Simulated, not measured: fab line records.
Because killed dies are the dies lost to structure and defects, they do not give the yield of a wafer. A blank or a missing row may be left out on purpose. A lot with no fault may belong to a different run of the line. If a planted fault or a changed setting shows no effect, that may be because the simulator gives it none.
Code-filled problem report in 8D (eight disciplines) form ; flow gf180mcu ; the parts of the form that need people (team, actions taken, sign-off) are left out

## 1. WHAT IS WRONG
Wafers without a fault read 230.4 nm, standard deviation 1; cd-nm at GF_M1_CD_MEAS_14 reads a mean of 174.9 nm on 2 wafers belonging to 2 lots. Relative to the usual mean, that is a shift of -55 standard deviations.
The step: target cd 230 nm.
The first sign was on wafer L436.2 at day 23 16:04, on cd-sem-01. Wafers with a number at this step in the record: 42, from 14 lots. Rule for "out" (also "out of limits"): further than 4 standard deviations from the usual mean. The rest of the wafers with a number are treated as sound.

## 2. WHAT IT IS; WHAT IT IS NOT
question;is;is not
which readings at this step;cd-nm;-
which lots;L436, L438;L418, L419, L420, L421, L422, L424, L425, L427, L428, L430, L431, L433
which wafers of those lots;L436.2, L438.2;L436.1, L436.5, L438.1, L438.3
read on which gauges;cd-sem-01, cd-sem-02;-
when;from day 23 16:04;"up to then (38 sound wafers); but 2 sound wafers of L438 came after"

## 3. THE SUSPECTS, EACH WITH WHAT RULES IT OUT
Counting: if a tool at a process step up to the reading ran every lot that is out, it stays a suspect. Sound lots after the first of them don't rule it out here, since some wafers of a struck lot are sound.
- ruled out: the gauge at GF_M1_CD_MEAS_14. 2 gauges (cd-sem-01, cd-sem-02) read the wafers that are out.
- krf-scanner-01 at GF_M1_EXPOSE_11 (exposes mask Metal1, target cd 230 nm): kept. Every lot that is out went through it, the first being L436 (day 23 04:58); the last sound lot it ran before that was L433 (day 22 08:17).
The count leaves krf-scanner-01 at GF_M1_EXPOSE_11.

## 4. THE CAUSE (what the simulator had put in)
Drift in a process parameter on krf-scanner-01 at GF_M1_EXPOSE_11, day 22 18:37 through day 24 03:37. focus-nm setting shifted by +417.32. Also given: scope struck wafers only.
After counting, this tool was the only one left.

## 5. THE EFFECT CHAIN, in route order
Rows list readings where the struck wafers' mean (over those with a number) sits beyond 3 standard deviations from the usual. Only readings for which the record gives a usual standard deviation are gone through. hours: the time from each lot's start at the first step in this table that gives one to its start at this step, as a median over the lots. sigmas: the change in usual standard deviations.
hours;step;reading;usual;on struck wafers;change;sigmas
0;GF_M1_CD_MEAS_14;cd-nm;230.4 nm;174.9;-55.5;-55

## 6. HOW IT WOULD HAVE BEEN CAUGHT EARLIER
Counted from the fault's start at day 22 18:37, it took 21 hours until the first out-of-limits reading at a measuring or inspecting step in this record, taken at day 23 16:04.
Tool readings at GF_M1_EXPOSE_11 with a usual standard deviation given in the record: none out on any struck wafer, hence no alarm at a limit of 4 standard deviations on them.
Among the 2 lots that are out, L438 began GF_M1_EXPOSE_11 on krf-scanner-01 after day 23 16:04. Putting the tool on hold at that point would have spared it.
